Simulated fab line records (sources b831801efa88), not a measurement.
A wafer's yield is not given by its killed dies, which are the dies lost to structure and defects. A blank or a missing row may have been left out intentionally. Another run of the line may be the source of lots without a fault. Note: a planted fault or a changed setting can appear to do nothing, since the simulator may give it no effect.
The same fault as seen by 2 desks :: flow sky130 :: only its own numbers are on each desk; what lay behind them is given at the end

== AT THE METROLOGY DESK ==
Means of the sampled wafers that have a number, per lot and without regard to the tool the lot ran on: this is what the gauges read. A lot is out of limits, marked OUT, if its mean lies more than 4 standard deviations from the usual mean; the brackets give that distance.
Columns: A = SD_N_TW at SKY_SD_N_TW_MEAS_12, usual 3969; B = SD_N_RS at SKY_SD_N_RS_MEAS_16, usual 68.56 ohm/sq; C = SD_P_RS at SKY_SD_N_RS_MEAS_17, usual 147.1 ohm/sq
lot: L108
first seen here: day 29 08:31
A: 3901
B: 68.64
C: 147.3

lot: L110
first seen here: day 29 11:13
A: 3963
B: 68.54
C: 146.9

lot: L112
first seen here: day 30 10:45
A: 4032
B: 68.76
C: 147.5

lot: L117
first seen here: day 31 09:01
A: 4037
B: 68.64
C: 147.2

lot: L118
first seen here: day 32 00:33
A: 3927
B: 68.67
C: 147.4

lot: L119
first seen here: day 32 02:06
A: 3648 (-5.3) OUT
B: 103.52 (+99 or more) OUT
C: 147.0

lot: L121
first seen here: day 32 16:10
A: 3672 (-4.9) OUT
B: 101.77 (+99 or more) OUT
C: 147.2

lot: L122
first seen here: day 33 10:33
A: 3662 (-5.0) OUT
B: 103.14 (+99 or more) OUT
C: 146.6

lot: L125
first seen here: day 34 05:48
A: 4012
B: 68.63
C: 147.3

lot: L128
first seen here: day 34 23:00
A: 3919
B: 68.51
C: 146.9

lot: L129
first seen here: day 35 09:07
A: 4050
B: 68.51
C: 147.0
This desk's result: L119, L121, L122 out of limits, first on L119 (SD_N_TW at SKY_SD_N_TW_MEAS_12), day 32 02:06. L108, L110, L112, L117, L118, L125, L128, L129: within limits.

== DESK OF THE TOOL OWNER: implanter-03 ==
SKY_SD_N_IMPLANT_09, tool's own readings: per-lot mean of the sampled wafers with a number, covering each lot this tool ran. A lot is out of limits, marked OUT, if its mean lies more than 4 standard deviations from the usual mean; the brackets give that distance.
Columns: A = beam-on-s at SKY_SD_N_IMPLANT_09, usual 18.6 s; B = dose-ions-cm2 at SKY_SD_N_IMPLANT_09, usual 4.001e+15; C = end-station-pressure-torr at SKY_SD_N_IMPLANT_09, usual 1.29e-05 Torr; D = faraday-current-uA at SKY_SD_N_IMPLANT_09, usual 11769
lot: L112
first seen here: day 30 10:21
A: 17.8
B: 3.996e+15
C: 1.38e-05
D: 12286

lot: L117
first seen here: day 31 08:38
A: 18.2
B: 4.000e+15
C: 1.36e-05
D: 12038

lot: L118
first seen here: day 32 00:09
A: 18.4
B: 4.005e+15
C: 1.36e-05
D: 11876

lot: L119
first seen here: day 32 01:42
A: 10.0 (-13) OUT
B: 1.091e+15 (-99 or more) OUT
C: 9.90e-06 (-4.2) OUT
D: 6006 (-15) OUT

lot: L121
first seen here: day 32 15:48
A: 10.1 (-13) OUT
B: 1.095e+15 (-99 or more) OUT
C: 1.02e-05
D: 6020 (-15) OUT

lot: L122
first seen here: day 33 10:09
A: 9.8 (-14) OUT
B: 1.099e+15 (-99 or more) OUT
C: 9.87e-06 (-4.2) OUT
D: 6140 (-14) OUT
Finding of this desk: L119, L121, L122 out of limits; the first was L119 at day 32 01:42, on beam-on-s at SKY_SD_N_IMPLANT_09. L112, L117, L118: within limits.

== ALL TOGETHER ==
An alarm could have come from the tool owner's desk at day 32 01:42, on L119, L121, L122.
Metrology desk: alarm possible at day 32 02:06 on L119, L121, L122.
Every lot named ran SKY_SD_N_IMPLANT_09 on implanter-03.

== WHAT THE SIMULATOR HAD PUT IN ==
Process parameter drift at SKY_SD_N_IMPLANT_09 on implanter-03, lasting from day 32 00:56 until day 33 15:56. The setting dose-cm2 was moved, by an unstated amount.
Lots struck among those shown: L119, L121, L122.
Delay (hours) between the fault's onset and each desk's first out-of-limits reading: 1 at the tool owner's desk, 1 at the metrology desk.
